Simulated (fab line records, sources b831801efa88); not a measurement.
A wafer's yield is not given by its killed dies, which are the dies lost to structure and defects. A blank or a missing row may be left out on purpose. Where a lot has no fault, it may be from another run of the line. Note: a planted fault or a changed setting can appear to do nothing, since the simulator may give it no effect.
Matching of chambers	flow sky130	SKY_CONTACT_CMP_04 on cmp-02: 4 sister chambers
The step polishes SiO2. 7 wafers are shown with their chamber, then 9 later ones without.

## WAFERS PAIRED WITH THEIR CHAMBERS
wafer	chamber	motor-current-A (A)	time-to-endpoint-s (s)
L972.6	3	11.9	83
L982.3	1	12.7	82
L982.4	3	11.7	84
L982.6	1	12.4	86
L983.3	0	13.2	86
L983.4	2	12.8	86
L983.6	2	12.6	83

## WAFERS WITH NO CHAMBER GIVEN
wafer	motor-current-A (A)	time-to-endpoint-s (s)
L984.1	11.8	79
L984.5	11.3	81
L984.6	12.5	85
L985.1	13.2	83
L985.2	11.9	85
L985.5	12.0	86
L986.1	12.5	81
L986.4	12.9	82
L986.5	12.6	76

## WHICH CHAMBER EACH WENT THROUGH
wafer	from the rows above	in truth
L984.1	3	3
L984.5	3	3
L984.6	can't be placed: 1 or 2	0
L985.1	can't be placed: 0 or 2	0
L985.2	3	3
L985.5	can't be placed: 3 or 1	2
L986.1	can't be placed: 1 or 2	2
L986.4	can't be placed: 2 or 1 or 0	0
L986.5	can't be placed: 1 or 2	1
Placed correctly: 3 of 9. Can't be placed from these rows: 6 (the true chamber is among the candidates in 4). Number placed wrongly: 0.
How it was worked out, from the rows above alone: a wafer's distance from a chamber is the root of the sum, over the readings, of the square of ((its reading less the chamber's mean) divided by the reading's scatter). If the next closest chamber is less than 2 further off than the closest, the wafer can't be placed; otherwise it belongs to the closest. The mean given for a chamber averages the wafers shown for that chamber. The scatter: the root of (the sum of the squares of (reading less its chamber's mean) over the shown wafers, divided by (wafers less chambers)).
